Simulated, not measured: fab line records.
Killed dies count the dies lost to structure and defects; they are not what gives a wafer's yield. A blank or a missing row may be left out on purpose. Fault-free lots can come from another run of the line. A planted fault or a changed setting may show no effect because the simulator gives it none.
fab line records + flow sky130
record:
- lots: 11
- wafers: 33
- last-day: 50
route steps=708 shown PWDE@54 NWELL@81 VT_ADJUST_NCORE@126 RES_PROTECT@208
lots untouched by any fault: they come from a run of this same line in which no faults occurred
start-h: hours from the record's opening day to when the first of the lot's shown wafers began + wait-h: how many hours have passed since the lot's step before this one + " same as the row above + L1.1+2: one row covering several wafers at once + - no value, or no start was given + * or withheld: withheld + < > ~ a bound
route shown NAME@n: a module of which the file shows steps, and the number in the route of the first + usual: average and standard deviation across the fault-free wafers + same: alike in all rows + chamber/n: place in a boat + sites: per-site readings + _std_site: standard deviation of those values + _edge_site: inner sites' mean taken away from outer sites' mean + radius-mm: how far each site lies from the wafer's centre + mask NAME#n: copy n + behind: the last tool/chamber to shape the wafer + hold: why the lot went on hold/how many hours it stayed there/how the hold came to an end + device: whichever transistor did not switch (one of n, p or np) + end of line: the tests these same wafers got at the end of their route + where a step has no rows: the recipe by itself + killed: dies that structure and defects cost at the first sort, which is not the same as the wafer's yield + map: a wafer's dies, x killed, . not, _ none there
set.NAME: the setting as run; set.NAME@STEP: as run at that earlier step + model.NAME: the simulator's own value behind a step, which no gauge read
a sample of lots followed through the steps of the route, with each step as a table and each wafer as a row
services: the hour from which a tool's chamber was out of use, counted from the record's first day as start-h (under 0 if before that day), plus the number of hours and why
== steps ==
step: SKY_PWDE_STRIP_09
recipe:
- chemistry: O2/N2
- power-w: 1400
- pressure-mtorr: 1500
- platen-temp-c: withheld
- o2-flow-sccm: 3000
- n2-flow-sccm: 300
- overash-fraction: 0.5
usual:
- drypump-motor-current-A: 5.6/0.41
- o2-flow-sccm: 3000/9
- oes-product-au: 0.722/0.0042
- strip-time-to-endpoint-s: 36.95/0.099
| lot.wafer | tool            | chamber | start-h | wait-h | drypump-motor-current-A | o2-flow-sccm | oes-product-au | rf-hours-counter-h | strip-time-to-endpoint-s |
|-----------|-----------------|---------|---------|--------|-------------------------|--------------|----------------|--------------------|--------------------------|
| L275.3    | plasma-asher-04 | 1       | 75.91   | 0.1    | 5.8                     | 3013         | 0.725          | -                  | 36.85                    |
| L275.5    | "               | 1       | "       | "      | 5.8                     | 2990         | 0.723          | -                  | 36.93                    |
| L275.6    | "               | 0       | "       | "      | 5.6                     | 3006         | 0.723          | -                  | 36.84                    |
| L277.1    | plasma-asher-04 | 0       | 86.95   | 0.1    | 5.5                     | 2997         | 0.733          | 40                 | 37.01                    |
| L277.4    | "               | 1       | "       | "      | 5.8                     | 3004         | 0.724          | -                  | 37.02                    |
| L277.6    | "               | 0       | "       | "      | 5.6                     | 3004         | 0.726          | -                  | 36.98                    |
| L279.2    | plasma-asher-04 | 1       | 100.03  | 0.1    | 5.8                     | 2999         | 0.721          | 42                 | 36.84                    |
| L279.3    | "               | 1       | "       | "      | 5.8                     | 2995         | 0.723          | -                  | 36.83                    |
| L279.5    | "               | 0       | "       | "      | 5.5                     | 3006         | 0.715          | -                  | 36.87                    |
| L286.2    | plasma-asher-03 | 1       | 136.85  | 0.1    | 4.9                     | 3013         | 0.723          | 47                 | 36.87                    |
| L286.3    | "               | 0       | "       | "      | 6.3                     | 2997         | 0.720          | -                  | 36.92                    |
| L286.5    | "               | 1       | "       | "      | 4.9                     | 2994         | 0.728          | -                  | 36.89                    |
| L287.1    | plasma-asher-04 | 1       | 140.64  | 0.1    | 5.8                     | 3007         | 0.721          | 2                  | 36.97                    |
| L287.4    | "               | 0       | "       | "      | 5.6                     | 2995         | 0.720          | -                  | 36.89                    |
| L287.5    | "               | 1       | "       | "      | 5.8                     | 3004         | 0.715          | -                  | 37.02                    |
| L288.2    | plasma-asher-01 | 0       | 155.95  | 0.1    | 5.2                     | 2996         | 0.732          | 35                 | 36.91                    |
| L288.4    | "               | 1       | "       | "      | 5.8                     | 3009         | 0.720          | -                  | 36.78                    |
| L288.5    | "               | 0       | "       | "      | 5.2                     | 2994         | 0.727          | -                  | 36.87                    |
| L289.3    | plasma-asher-04 | 1       | 158.83  | 0.1    | 5.8                     | 2996         | 0.716          | -                  | 37.07                    |
| L289.4    | "               | 0       | "       | "      | 5.5                     | 3009         | 0.715          | -                  | 36.99                    |
| L289.6    | "               | 0       | "       | "      | 5.5                     | 2993         | 0.716          | -                  | 36.95                    |
| L290.3    | plasma-asher-04 | 0       | 162.31  | 0.1    | 5.6                     | 2998         | 0.722          | -                  | 36.92                    |
| L290.5    | "               | 1       | "       | "      | 5.8                     | 2999         | 0.725          | -                  | 37.08                    |
| L290.6    | "               | 0       | "       | "      | 5.6                     | 3003         | 0.720          | -                  | 37.04                    |
| L292.1    | plasma-asher-03 | 1       | 169.69  | 0.1    | 4.9                     | 2994         | 0.726          | 50                 | 36.97                    |
| L292.2    | "               | 0       | "       | "      | 6.2                     | 3017         | 0.723          | 50                 | 37.04                    |
| L292.4    | "               | 1       | "       | "      | 4.9                     | 2986         | 0.720          | -                  | 37.03                    |
| L293.2    | plasma-asher-04 | 1       | 181.15  | 0.1    | 5.8                     | 2989         | 0.722          | 6                  | 37.07                    |
| L293.4    | "               | 1       | "       | "      | 5.8                     | 3001         | 0.726          | -                  | 37.11                    |
| L293.6    | "               | 0       | "       | "      | 5.6                     | 2990         | 0.725          | -                  | 36.90                    |
| L296.3    | plasma-asher-01 | 0       | 194.93  | 0.1    | 5.2                     | 2994         | 0.725          | -                  | 36.94                    |
| L296.4    | "               | 1       | "       | "      | 5.8                     | 2991         | 0.729          | -                  | 36.99                    |
| L296.5    | "               | 1       | "       | "      | 5.8                     | 2995         | 0.725          | -                  | 36.91                    |
step: SKY_NWELL_RTA_28
recipe:
- temp-c: 1050
- time-s: 30
- idle-temp-c: 650
- ramp-up-c-per-s: 150
- ramp-down-c-per-s: 90
- ambient: N2
usual:
- lamp-power-pct: 25.31/0.051
- wafer_temp_C_max: 1054.9/1
| lot.wafer | tool          | chamber | start-h | wait-h | lamp-power-pct | wafer_temp_C_max |
|-----------|---------------|---------|---------|--------|----------------|------------------|
| L275.3    | rtp-anneal-01 | 0       | 110.88  | 0.0    | 25.23          | 1054.5           |
| L275.5    | "             | 0       | "       | "      | 25.34          | 1054.8           |
| L275.6    | "             | 0       | "       | "      | 25.37          | 1056.4           |
| L277.1    | rtp-anneal-01 | 0       | 122.49  | 0.0    | 25.29          | 1055.6           |
| L277.4    | "             | 0       | "       | "      | 25.21          | 1055.1           |
| L277.6    | "             | 0       | "       | "      | 25.30          | 1055.1           |
| L279.2    | rtp-anneal-02 | 0       | 135.82  | 0.0    | 25.35          | 1054.1           |
| L279.3    | "             | 0       | "       | "      | 25.41          | 1055.4           |
| L279.5    | "             | 0       | "       | "      | 25.25          | 1053.9           |
| L286.2    | rtp-anneal-01 | 0       | 176.84  | 0.0    | 25.27          | 1054.9           |
| L286.3    | "             | 0       | "       | "      | 25.31          | 1055.4           |
| L286.5    | "             | 0       | "       | "      | 25.36          | 1053.9           |
| L287.1    | rtp-anneal-02 | 0       | 181.74  | 0.0    | 25.32          | 1054.5           |
| L287.4    | "             | 0       | "       | "      | 25.36          | 1054.6           |
| L287.5    | "             | 0       | "       | "      | 25.25          | 1054.2           |
| L288.2    | rtp-anneal-02 | 0       | 197.97  | 0.0    | 25.33          | 1056.6           |
| L288.4    | "             | 0       | "       | "      | 25.26          | 1053.9           |
| L288.5    | "             | 0       | "       | "      | 25.29          | 1055.4           |
| L289.3    | rtp-anneal-01 | 0       | 201.93  | 0.0    | 25.32          | 1054.0           |
| L289.4    | "             | 0       | "       | "      | 25.26          | 1054.4           |
| L289.6    | "             | 0       | "       | "      | 25.28          | 1053.8           |
| L290.3    | rtp-anneal-02 | 0       | 204.12  | 0.0    | 25.21          | 1054.9           |
| L290.5    | "             | 0       | "       | "      | 25.40          | 1055.0           |
| L290.6    | "             | 0       | "       | "      | 25.28          | 1055.4           |
| L292.1    | rtp-anneal-01 | 0       | 212.66  | 0.0    | 25.26          | 1054.9           |
| L292.2    | "             | 0       | "       | "      | 25.25          | 1054.7           |
| L292.4    | "             | 0       | "       | "      | 25.24          | 1055.8           |
| L293.2    | rtp-anneal-01 | 0       | 224.99  | 0.0    | 25.36          | 1054.9           |
| L293.4    | "             | 0       | "       | "      | 25.27          | 1054.5           |
| L293.6    | "             | 0       | "       | "      | 25.31          | 1054.2           |
| L296.3    | rtp-anneal-02 | 0       | 239.46  | 0.0    | 25.29          | 1055.8           |
| L296.4    | "             | 0       | "       | "      | 25.43          | 1055.4           |
| L296.5    | "             | 0       | "       | "      | 25.30          | 1054.4           |
step: SKY_VT_ADJUST_NCORE_CD_MEAS_07
recipe:
- target-cd-nm: 380
usual:
- cd-nm: 380.1/2.6
| lot.wafer | tool      | chamber | start-h | wait-h | cd-nm |
|-----------|-----------|---------|---------|--------|-------|
| L275.3    | cd-sem-01 | -       | 188.60  | 0.1    | 381.4 |
| L275.5    | "         | -       | "       | "      | 380.4 |
| L275.6    | "         | -       | "       | "      | 379.4 |
| L277.1    | cd-sem-02 | -       | 202.91  | 0.1    | 382.6 |
| L277.4    | "         | -       | "       | "      | 379.1 |
| L277.6    | "         | -       | "       | "      | 381.0 |
| L279.2    | cd-sem-02 | -       | 217.12  | 0.1    | 375.8 |
| L279.3    | "         | -       | "       | "      | 377.8 |
| L279.5    | "         | -       | "       | "      | 378.7 |
| L286.2    | cd-sem-01 | -       | 266.13  | 0.1    | 375.6 |
| L286.3    | "         | -       | "       | "      | 376.4 |
| L286.5    | "         | -       | "       | "      | 375.0 |
| L287.1    | cd-sem-01 | -       | 271.71  | 0.1    | 379.8 |
| L287.4    | "         | -       | "       | "      | 378.0 |
| L287.5    | "         | -       | "       | "      | 380.2 |
| L288.2    | cd-sem-02 | -       | 288.96  | 0.1    | 379.5 |
| L288.4    | "         | -       | "       | "      | 383.5 |
| L288.5    | "         | -       | "       | "      | 381.5 |
| L289.3    | cd-sem-02 | -       | 294.48  | 0.1    | 382.4 |
| L289.4    | "         | -       | "       | "      | 382.9 |
| L289.6    | "         | -       | "       | "      | 381.9 |
| L290.3    | cd-sem-01 | -       | 297.69  | 0.1    | 380.5 |
| L290.5    | "         | -       | "       | "      | 379.5 |
| L290.6    | "         | -       | "       | "      | 379.7 |
| L292.1    | cd-sem-01 | -       | 306.49  | 0.1    | 377.5 |
| L292.2    | "         | -       | "       | "      | 380.0 |
| L292.4    | "         | -       | "       | "      | 381.0 |
| L293.2    | cd-sem-02 | -       | 321.28  | 0.1    | 380.9 |
| L293.4    | "         | -       | "       | "      | 382.9 |
| L293.6    | "         | -       | "       | "      | 382.7 |
| L296.3    | cd-sem-02 | -       | 338.90  | 0.1    | 382.5 |
| L296.4    | "         | -       | "       | "      | 381.4 |
| L296.5    | "         | -       | "       | "      | 382.3 |
step: SKY_RES_PROTECT_COAT_02
recipe:
- resist: NOVOLAK
- spin-rpm: 3000
- resist-thk-nm: 1140
usual:
- chill-plate-temp-C: 23.01/0.11
| lot.wafer | tool           | chamber | start-h | wait-h | chill-plate-temp-C |
|-----------|----------------|---------|---------|--------|--------------------|
| L275.3    | litho-track-04 | 0       | 333.19  | 0.1    | 22.94              |
| L275.5    | "              | 0       | "       | "      | 22.90              |
| L275.6    | "              | 0       | "       | "      | 22.91              |
| L277.1    | litho-track-04 | 0       | 348.49  | 0.1    | 22.94              |
| L277.4    | "              | 0       | "       | "      | 23.11              |
| L277.6    | "              | 0       | "       | "      | 22.96              |
| L279.2    | litho-track-04 | 0       | 364.76  | 0.1    | 23.06              |
| L279.3    | "              | 0       | "       | "      | 22.90              |
| L279.5    | "              | 0       | "       | "      | 23.02              |
| L286.2    | litho-track-02 | 0       | 425.94  | 0.1    | 22.87              |
| L286.3    | "              | 0       | "       | "      | 22.75              |
| L286.5    | "              | 0       | "       | "      | 22.78              |
| L287.1    | litho-track-04 | 0       | 433.84  | 0.1    | 23.14              |
| L287.4    | "              | 0       | "       | "      | 23.14              |
| L287.5    | "              | 0       | "       | "      | 23.13              |
| L288.2    | litho-track-04 | 0       | 452.76  | 0.1    | 22.88              |
| L288.4    | "              | 0       | "       | "      | 22.88              |
| L288.5    | "              | 0       | "       | "      | 22.89              |
| L289.3    | litho-track-04 | 0       | 462.49  | 0.1    | 22.96              |
| L289.4    | "              | 0       | "       | "      | 23.02              |
| L289.6    | "              | 0       | "       | "      | 22.92              |
| L290.3    | litho-track-04 | 0       | 464.69  | 0.1    | 23.03              |
| L290.5    | "              | 0       | "       | "      | 23.03              |
| L290.6    | "              | 0       | "       | "      | 22.97              |
| L292.1    | litho-track-02 | 0       | 476.06  | 0.1    | 23.10              |
| L292.2    | "              | 0       | "       | "      | 22.98              |
| L292.4    | "              | 0       | "       | "      | 23.07              |
| L293.2    | litho-track-01 | 0       | 492.25  | 0.1    | 22.97              |
| L293.4    | "              | 0       | "       | "      | 23.05              |
| L293.6    | "              | 0       | "       | "      | 23.03              |
| L296.3    | litho-track-01 | 0       | 513.98  | 0.1    | 22.92              |
| L296.4    | "              | 0       | "       | "      | 23.02              |
| L296.5    | "              | 0       | "       | "      | 23.08              |
step: SKY_RES_PROTECT_STRIP_07
recipe:
- chemistry: O2/N2
- power-w: 1400
- pressure-mtorr: 1500
- platen-temp-c: withheld
- o2-flow-sccm: 3000
- n2-flow-sccm: 300
- overash-fraction: 0.5
usual:
- drypump-motor-current-A: 5.6/0.61
- o2-flow-sccm: 2998/8.3
- oes-product-au: 0.518/0.0048
- strip-time-to-endpoint-s: 23.32/0.038
| lot.wafer | tool            | chamber | start-h | wait-h | drypump-motor-current-A | o2-flow-sccm | oes-product-au | rf-hours-counter-h | strip-time-to-endpoint-s |
|-----------|-----------------|---------|---------|--------|-------------------------|--------------|----------------|--------------------|--------------------------|
| L275.3    | plasma-asher-03 | 0       | 346.01  | 0.1    | 6.3                     | 3003         | 0.522          | -                  | 23.30                    |
| L275.5    | "               | 0       | "       | "      | 6.3                     | 2991         | 0.525          | -                  | 23.27                    |
| L275.6    | "               | 1       | "       | "      | 4.9                     | 2989         | 0.520          | -                  | 23.31                    |
| L277.1    | plasma-asher-02 | 0       | 363.04  | 0.1    | 6.4                     | 2991         | 0.423          | 66                 | 16.18                    |
| L277.4    | "               | 1       | "       | "      | 4.9                     | 3014         | 0.427          | -                  | 16.20                    |
| L277.6    | "               | 1       | "       | "      | 4.9                     | 2993         | 0.423          | -                  | 16.18                    |
| L279.2    | plasma-asher-04 | 1       | 379.49  | 0.1    | 5.8                     | 3006         | 0.426          | 25                 | 16.18                    |
| L279.3    | "               | 0       | "       | "      | 5.6                     | 3013         | 0.424          | -                  | 16.18                    |
| L279.5    | "               | 0       | "       | "      | 5.6                     | 3005         | 0.431          | -                  | 16.19                    |
| L286.2    | plasma-asher-04 | 0       | 441.76  | 0.1    | 5.6                     | 2990         | 0.525          | 32                 | 23.27                    |
| L286.3    | "               | 0       | "       | "      | 5.6                     | 2986         | 0.513          | -                  | 23.27                    |
| L286.5    | "               | 1       | "       | "      | 5.8                     | 2996         | 0.525          | -                  | 23.30                    |
| L287.1    | plasma-asher-03 | 1       | 449.81  | 0.1    | 4.9                     | 2991         | 0.526          | 2                  | 23.28                    |
| L287.4    | "               | 1       | "       | "      | 4.9                     | 3018         | 0.515          | -                  | 23.28                    |
| L287.5    | "               | 1       | "       | "      | 4.9                     | 2997         | 0.522          | -                  | 23.27                    |
| L288.2    | plasma-asher-04 | 0       | 468.11  | 0.1    | 5.6                     | 3000         | 0.515          | 34                 | 23.25                    |
| L288.4    | "               | 1       | "       | "      | 5.8                     | 2994         | 0.518          | -                  | 23.28                    |
| L288.5    | "               | 1       | "       | "      | 5.8                     | 3001         | 0.515          | -                  | 23.26                    |
| L289.3    | plasma-asher-03 | 1       | 478.06  | 0.1    | 4.9                     | 2996         | 0.524          | -                  | 23.25                    |
| L289.4    | "               | 0       | "       | "      | 6.3                     | 2999         | 0.522          | -                  | 23.28                    |
| L289.6    | "               | 1       | "       | "      | 4.9                     | 3000         | 0.518          | -                  | 23.26                    |
| L290.3    | plasma-asher-02 | 0       | 480.00  | 0.1    | 6.4                     | 2979         | 0.513          | -                  | 23.31                    |
| L290.5    | "               | 1       | "       | "      | 4.8                     | 2982         | 0.522          | -                  | 23.29                    |
| L290.6    | "               | 0       | "       | "      | 6.4                     | 3005         | 0.518          | -                  | 23.25                    |
| L292.1    | plasma-asher-02 | 1       | 491.61  | 0.1    | 4.8                     | 2995         | 0.519          | 79                 | 23.33                    |
| L292.2    | "               | 0       | "       | "      | 6.4                     | 3007         | 0.518          | 79                 | 23.38                    |
| L292.4    | "               | 0       | "       | "      | 6.4                     | 3003         | 0.516          | -                  | 23.36                    |
| L293.2    | plasma-asher-04 | 0       | 508.46  | 0.1    | 5.6                     | 2992         | 0.518          | 39                 | 23.31                    |
| L293.4    | "               | 1       | "       | "      | 5.8                     | 2985         | 0.521          | -                  | 23.28                    |
| L293.6    | "               | 1       | "       | "      | 5.8                     | 2984         | 0.518          | -                  | 23.35                    |
| L296.3    | plasma-asher-03 | 0       | 528.81  | 0.1    | 6.2                     | 2990         | 0.512          | -                  | 23.30                    |
| L296.4    | "               | 1       | "       | "      | 4.9                     | 2999         | 0.518          | -                  | 23.29                    |
| L296.5    | "               | 1       | "       | "      | 4.9                     | 3008         | 0.521          | -                  | 23.30                    |
== services ==
| tool            | chamber | start-h | hours | kind                      |
|-----------------|---------|---------|-------|---------------------------|
| rtp-anneal-02   | -       | 87.70   | 5.2   | pm                        |
| plasma-asher-04 | -       | 108.75  | 9.0   | pm                        |
| plasma-asher-04 | 0       | 108.75  | 9.0   | vent-cycle                |
| plasma-asher-04 | 1       | 108.75  | 9.0   | vent-cycle                |
| plasma-asher-04 | 0       | 117.75  | -     | clean                     |
| plasma-asher-04 | 1       | 117.75  | -     | clean                     |
| litho-track-04  | -       | 131.23  | -     | consumable-replace:filter |
| plasma-asher-04 | -       | 141.71  | 4.5   | repair                    |
| plasma-asher-02 | -       | 155.94  | 14.6  | pm                        |
| plasma-asher-03 | -       | 170.99  | 1.3   | repair                    |
| plasma-asher-04 | -       | 195.30  | 4.3   | repair                    |
| rtp-anneal-01   | -       | 220.73  | 3.5   | pm                        |
| rtp-anneal-02   | -       | 264.88  | 8.1   | pm                        |
| plasma-asher-01 | -       | 284.15  | 28.1  | pm                        |
| plasma-asher-04 | -       | 309.93  | 2.8   | pm                        |
| plasma-asher-02 | -       | 337.13  | 1.2   | repair                    |
| plasma-asher-01 | -       | 359.54  | 2.6   | repair                    |
| plasma-asher-01 | -       | 366.70  | 0.4   | repair                    |
| plasma-asher-01 | -       | 407.28  | 2.8   | pm                        |
| plasma-asher-03 | -       | 421.28  | 9.0   | pm                        |
| plasma-asher-03 | 0       | 421.28  | 9.0   | vent-cycle                |
| plasma-asher-03 | 1       | 421.28  | 9.0   | vent-cycle                |
| plasma-asher-03 | -       | 489.02  | 14.6  | pm                        |
| plasma-asher-04 | -       | 509.19  | 14.6  | pm                        |
== key ==
first-sign:
- step: SKY_RES_PROTECT_STRIP_07
- reading: strip-time-to-endpoint-s
- direction: down
- sigmas: 99+
- usual: *
- struck: *
effect:
- step: SKY_RES_PROTECT_STRIP_07
- reading: oes-product-au
- direction: down
- sigmas: 19
- usual: 0.518
- struck: 0.426
met-at SKY_RES_PROTECT_COAT_02
struck-lots L277,L279
tester-left-out L277,L279
not-acting-at SKY_PWDE_STRIP_09,SKY_NWELL_RTA_28,SKY_VT_ADJUST_NCORE_CD_MEAS_07
onset-between 333.19 348.49
fault:
- kind: process-parameter-drift
- tool: litho-track-04
- chamber: -
- onset-h: 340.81
- steps: SKY_RES_PROTECT_COAT_02
- channel: resist-thk-nm
- offset: -624.53
- shape: step
- end-h: 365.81
- acts-in: these-recipes-only
- stated: 1140
tester-left-out: of these lots the tester's yield and bins aren't shown, on N5 and GAA mostly nor the transistor test; their killed dies are dies lost to structure and defects alone, not to doping, threshold or leakage, so they don't give the yield
